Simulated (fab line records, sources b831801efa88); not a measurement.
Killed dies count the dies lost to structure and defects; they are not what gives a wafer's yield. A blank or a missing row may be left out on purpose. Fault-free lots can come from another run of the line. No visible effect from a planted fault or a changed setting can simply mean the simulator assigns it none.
Matching of chambers :: flow sky130 :: SKY_VIA1_CMP_02 on cmp-01 has 4 sister chambers
The step polishes SiO2. 27 wafers are shown with their chamber, then 12 later ones without.

## WAFERS, EACH WITH ITS CHAMBER
wafer: L074.3
chamber: 0
motor-current-A (A): 12.4
platen-rpm (rpm): 59.97

wafer: L074.5
chamber: 0
motor-current-A (A): 12.3
platen-rpm (rpm): 59.95

wafer: L074.6
chamber: 3
motor-current-A (A): 12.6
platen-rpm (rpm): 60.00

wafer: L075.3
chamber: 0
motor-current-A (A): 12.8
platen-rpm (rpm): 59.98

wafer: L075.5
chamber: 3
motor-current-A (A): 11.9
platen-rpm (rpm): 60.06

wafer: L075.6
chamber: 0
motor-current-A (A): 12.9
platen-rpm (rpm): 59.97

wafer: L076.2
chamber: 1
motor-current-A (A): 12.8
platen-rpm (rpm): 60.02

wafer: L076.4
chamber: 2
motor-current-A (A): 11.8
platen-rpm (rpm): 60.04

wafer: L076.6
chamber: 0
motor-current-A (A): 12.2
platen-rpm (rpm): 60.02

wafer: L078.1
chamber: 3
motor-current-A (A): 12.3
platen-rpm (rpm): 59.98

wafer: L078.4
chamber: 0
motor-current-A (A): 12.7
platen-rpm (rpm): 59.99

wafer: L078.5
chamber: 2
motor-current-A (A): 12.6
platen-rpm (rpm): 59.96

wafer: L081.3
chamber: 1
motor-current-A (A): 12.0
platen-rpm (rpm): 59.99

wafer: L081.4
chamber: 0
motor-current-A (A): 12.9
platen-rpm (rpm): 60.00

wafer: L081.6
chamber: 3
motor-current-A (A): 12.0
platen-rpm (rpm): 60.02

wafer: L082.3
chamber: 1
motor-current-A (A): 12.9
platen-rpm (rpm): 60.05

wafer: L082.4
chamber: 3
motor-current-A (A): 12.7
platen-rpm (rpm): 59.93

wafer: L082.6
chamber: 3
motor-current-A (A): 12.1
platen-rpm (rpm): 60.07

wafer: L083.1
chamber: 3
motor-current-A (A): 12.3
platen-rpm (rpm): 59.98

wafer: L083.2
chamber: 2
motor-current-A (A): 12.3
platen-rpm (rpm): 59.98

wafer: L083.4
chamber: 0
motor-current-A (A): 12.9
platen-rpm (rpm): 60.01

wafer: L084.1
chamber: 3
motor-current-A (A): 12.3
platen-rpm (rpm): 60.02

wafer: L084.2
chamber: 2
motor-current-A (A): 12.4
platen-rpm (rpm): 59.95

wafer: L084.4
chamber: 1
motor-current-A (A): 12.8
platen-rpm (rpm): 60.08

wafer: L086.2
chamber: 3
motor-current-A (A): 12.1
platen-rpm (rpm): 60.03

wafer: L086.4
chamber: 2
motor-current-A (A): 12.0
platen-rpm (rpm): 60.02

wafer: L086.5
chamber: 0
motor-current-A (A): 12.6
platen-rpm (rpm): 60.01

SIGNATURES, as means of the wafers listed above
reading: motor-current-A
chamber 0: 12.633
chamber 1: 12.625
chamber 2: 12.220
chamber 3: 12.256
scatter within a chamber: 0.302

reading: platen-rpm
chamber 0: 59.9889
chamber 1: 60.0350
chamber 2: 59.9900
chamber 3: 60.0100
scatter within a chamber: 0.036
Rule: distance of a wafer from a chamber = root of the sum over the readings of ((wafer's reading minus chamber's mean) / reading's scatter) squared. The wafer belongs to the nearest chamber; if the next one is less than 2 further off, it can't be placed. How the scatter is found: for the shown wafers, subtract from each reading the mean of its chamber, square and add these, divide the total by (wafers less chambers), then take the root.

## WAFERS WITH NO CHAMBER GIVEN
wafer: L087.1
motor-current-A (A): 12.4
platen-rpm (rpm): 60.00

wafer: L087.3
motor-current-A (A): 13.1
platen-rpm (rpm): 60.01

wafer: L087.5
motor-current-A (A): 11.9
platen-rpm (rpm): 60.01

wafer: L089.1
motor-current-A (A): 12.7
platen-rpm (rpm): 60.00

wafer: L089.4
motor-current-A (A): 12.3
platen-rpm (rpm): 60.05

wafer: L089.5
motor-current-A (A): 11.9
platen-rpm (rpm): 60.07

wafer: L092.4
motor-current-A (A): 12.2
platen-rpm (rpm): 59.96

wafer: L092.5
motor-current-A (A): 12.0
platen-rpm (rpm): 60.02

wafer: L092.6
motor-current-A (A): 11.5
platen-rpm (rpm): 59.97

wafer: L096.2
motor-current-A (A): 11.5
platen-rpm (rpm): 60.03

wafer: L096.3
motor-current-A (A): 12.4
platen-rpm (rpm): 59.99

wafer: L096.4
motor-current-A (A): 12.2
platen-rpm (rpm): 60.01

## EACH ONE'S CHAMBER
wafer: L087.1
from the rows above: can't be placed: 3 or 2 or 0 or 1
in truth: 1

wafer: L087.3
from the rows above: can't be placed: 0 or 1 or 3 or 2
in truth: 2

wafer: L087.5
from the rows above: can't be placed: 3 or 2 or 0 or 1
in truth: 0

wafer: L089.1
from the rows above: can't be placed: 0 or 1 or 3 or 2
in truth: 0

wafer: L089.4
from the rows above: can't be placed: 3 or 1 or 2 or 0
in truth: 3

wafer: L089.5
from the rows above: can't be placed: 3 or 2 or 1 or 0
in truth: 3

wafer: L092.4
from the rows above: can't be placed: 2 or 3 or 0 or 1
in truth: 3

wafer: L092.5
from the rows above: can't be placed: 3 or 2 or 1 or 0
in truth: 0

wafer: L092.6
from the rows above: can't be placed: 2 or 3 or 0 or 1
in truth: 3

wafer: L096.2
from the rows above: can't be placed: 3 or 2 or 1 or 0
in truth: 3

wafer: L096.3
from the rows above: can't be placed: 2 or 3 or 0 or 1
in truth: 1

wafer: L096.4
from the rows above: can't be placed: 3 or 2 or 0 or 1
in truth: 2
Correct placement for 0 of the 12. From these rows, 12 cannot be placed; in 12 the true chamber is one of the candidates. Number placed wrongly: 0.
